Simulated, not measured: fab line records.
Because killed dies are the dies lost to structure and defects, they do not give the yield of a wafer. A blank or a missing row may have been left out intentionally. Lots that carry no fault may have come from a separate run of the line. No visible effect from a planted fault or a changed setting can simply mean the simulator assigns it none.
Matching of chambers :: flow gf180mcu :: pecvd-02 running GF_V2_CVD_02: 3 sister chambers
The step deposits SiO2 from TEOS, target thk 850 nm, time 94.851 s. 3 wafers are shown with their chamber, then 7 later ones without.

## EACH WAFER AND ITS CHAMBER
wafer: L629.1
chamber: 0
heater-power-w (W): 612

wafer: L637.1
chamber: 2
heater-power-w (W): 665

wafer: L637.2
chamber: 1
heater-power-w (W): 721

## WAFERS MISSING THEIR CHAMBER
wafer: L637.3
heater-power-w (W): 548

wafer: L638.2
heater-power-w (W): 677

wafer: L638.3
heater-power-w (W): 695

wafer: L638.6
heater-power-w (W): 648

wafer: L639.3
heater-power-w (W): 692

wafer: L639.4
heater-power-w (W): 706

wafer: L639.5
heater-power-w (W): 727

## EACH ONE'S CHAMBER
wafer: L637.3
from the rows above: can't be placed: 0 or 2
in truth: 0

wafer: L638.2
from the rows above: can't be placed: 2 or 1 or 0
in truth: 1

wafer: L638.3
from the rows above: can't be placed: 1 or 2 or 0
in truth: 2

wafer: L638.6
from the rows above: can't be placed: 2 or 0 or 1
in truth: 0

wafer: L639.3
from the rows above: can't be placed: 2 or 1 or 0
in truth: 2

wafer: L639.4
from the rows above: can't be placed: 1 or 2
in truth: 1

wafer: L639.5
from the rows above: can't be placed: 1 or 2
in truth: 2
Correctly placed: 0 of 7. Unplaceable from these rows: 7, with the true chamber sitting among the candidates in 7. Number placed wrongly: 0.
How it was worked out, from the rows above alone: a wafer's distance from a chamber is the root of the sum, over the readings, of the square of ((its reading less the chamber's mean) divided by the reading's scatter). The wafer belongs to the nearest chamber; if the next one is less than 2 further off, it can't be placed. A chamber's mean is the mean of its shown wafers. The scatter: root of mean squared gap, hidden wafer to nearest shown wafer, with one shown wafer a chamber.
